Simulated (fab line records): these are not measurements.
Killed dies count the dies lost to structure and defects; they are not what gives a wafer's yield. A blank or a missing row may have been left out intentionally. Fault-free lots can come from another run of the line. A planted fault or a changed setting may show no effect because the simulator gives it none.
A lot that was struck, set against a sound lot || flow sky130 || 14 out of 708 route steps
Sound: these wafers, L565.2, L565.3, L565.5. Struck: wafers L574.3, L574.5, L574.6. At the end, the cause is stated.
At each step with rows: each side's tool, then ch and its chambers, then its first start. Under that, the readings that differ: sound wafers || struck wafers || difference of the means || sigmas: that difference in standard deviations of wafers without a fault.
alike: readings whose means differ by less than 2 such deviations, and words and numbers that are the same on both sides. not compared: withheld readings, readings that some wafer has no value for, bounds like >300 that may hide the same value, and numbers for which the record gives no deviation and whose values overlap.
The two part at a step that has a row with sigmas, a row that says differs or no value, or rows on one side only. Numbers that don't overlap but have no deviation are shown without sigmas and don't part them. A reading that every wafer of one side lacks parts them only if that side has two wafers or more.

first, 5 steps without rows for these wafers: SKY_SD_N_COAT_02 (resist thk 1140 nm); SKY_SD_N_SOFTBAKE_03 (time 60 s); SKY_SD_N_EXPOSE_04 (exposes mask NSDM, target cd 380 nm); SKY_SD_N_PEB_05; SKY_SD_N_DEVELOP_06 (develop time 60 s).
SKY_SD_N_CD_MEAS_07: the cd target is 380 nm.
  struck on cd sem-01, day 32 06:40; sound on cd sem-02, day 28 12:20
  alike: cd nm
SKY_SD_N_OVL_MEAS_08:
  struck on overlay-02, day 32 06:45; sound on overlay-01, day 28 12:26
{"reading": "SD_N_OVL (nm)", "sound": "-1.5 -1.4 -2.4", "struck": "3.7 4.8 3.8", "difference": "+5.9", "sigmas": "+3"}
then, 2 steps without rows for these wafers: SKY_SD_N_IMPLANT_09; SKY_SD_N_IMPLANT_10.
SKY_SD_N_STRIP_11: strips in O2/N2.
  sound on plasma asher-02 ch 0,1, day 28 12:46; struck on plasma asher-01 ch 0,1, day 32 07:07
  alike: drypump motor current A, oes product au, strip time to endpoint s
  not compared: rf hours counter h
SKY_SD_N_TW_MEAS_12:
  struck on film metro-04, day 32 07:11; sound on film metro-03, day 28 12:53
  alike: SD_N_TW
then, 1 step without rows for these wafers: SKY_SD_N_CLEAN_13 (cleans in SC1/SC2, time 150 s).
SKY_SD_N_RTA_14: time 2 s.
  sound on rtp anneal-02 ch 0, day 28 12:59; struck on rtp anneal-02 ch 0, day 32 07:18
{"reading": "ramp down c per s", "sound": "89.990 89.992 89.991", "struck": "36.007 35.983 35.992", "difference": -53.997, "sigmas": "-99 or more"}
  alike: chamber o2 ppm, lamp power pct, wafer_temp_C_max
-- a jump in the record: the struck wafers' starts before and after are 17 days apart (it breaks off in module SD_N and resumes in module PAD_OPEN, where the first step shown is number 708 of the route) --
SKY_PAD_OPEN_PROBE_99:
  struck on prober-02, day 49 00:51; sound on prober-01, day 46 02:40
{"reading": "model.etest.res xhigh po.line ohm um", "sound": "5505 5563 5897", "struck": "5042 5208 5117", "difference": -533, "sigmas": ""}
{"reading": "model.etest.res xhigh po.rs ohm sq", "sound": "1945 1963 2052", "struck": "1754 1837 1805", "difference": -188, "sigmas": ""}
{"reading": "model.etest.res pdiff.line ohm um", "sound": "1404 1426 1375", "struck": "1316 1309 1326", "difference": -85, "sigmas": ""}
{"reading": "model.etest.res high po.line ohm um", "sound": "724.2 736.3 758.6", "struck": "713.3 716.6 714.8", "difference": -24.8, "sigmas": ""}
{"reading": "model.etest.licon pdiff.rc ohm", "sound": "559.6 602.1 582.8", "struck": "670.2 607.9 617.5", "difference": "+50.4", "sigmas": ""}
{"reading": "model.etest.licon high po.rc ohm", "sound": "339.1 355.1 364.2", "struck": "329.6 327.8 320.9", "difference": -26.7, "sigmas": ""}
{"reading": "model.etest.res high po.rs ohm sq", "sound": "254.6 258.1 264.9", "struck": "243.8 249.4 248.6", "difference": -11.9, "sigmas": ""}
{"reading": "model.etest.res pdiff.rs ohm sq", "sound": "197.6 198.2 197.6", "struck": "194.3 193.2 192.2", "difference": -4.6, "sigmas": ""}
  alike: killed_at_M0_to_M3, killed_at_M4_up, killed at contacts, killed at front end, killed at other, killed dies, killed open, killed short

## WHERE THEY PART
At SKY_SD_N_OVL_MEAS_08 first; at SKY_SD_N_RTA_14 last (within this record only). Later steps at which nothing parts them and some readings are alike: SKY_PAD_OPEN_PROBE_99.

WHY: the cause the simulator had injected
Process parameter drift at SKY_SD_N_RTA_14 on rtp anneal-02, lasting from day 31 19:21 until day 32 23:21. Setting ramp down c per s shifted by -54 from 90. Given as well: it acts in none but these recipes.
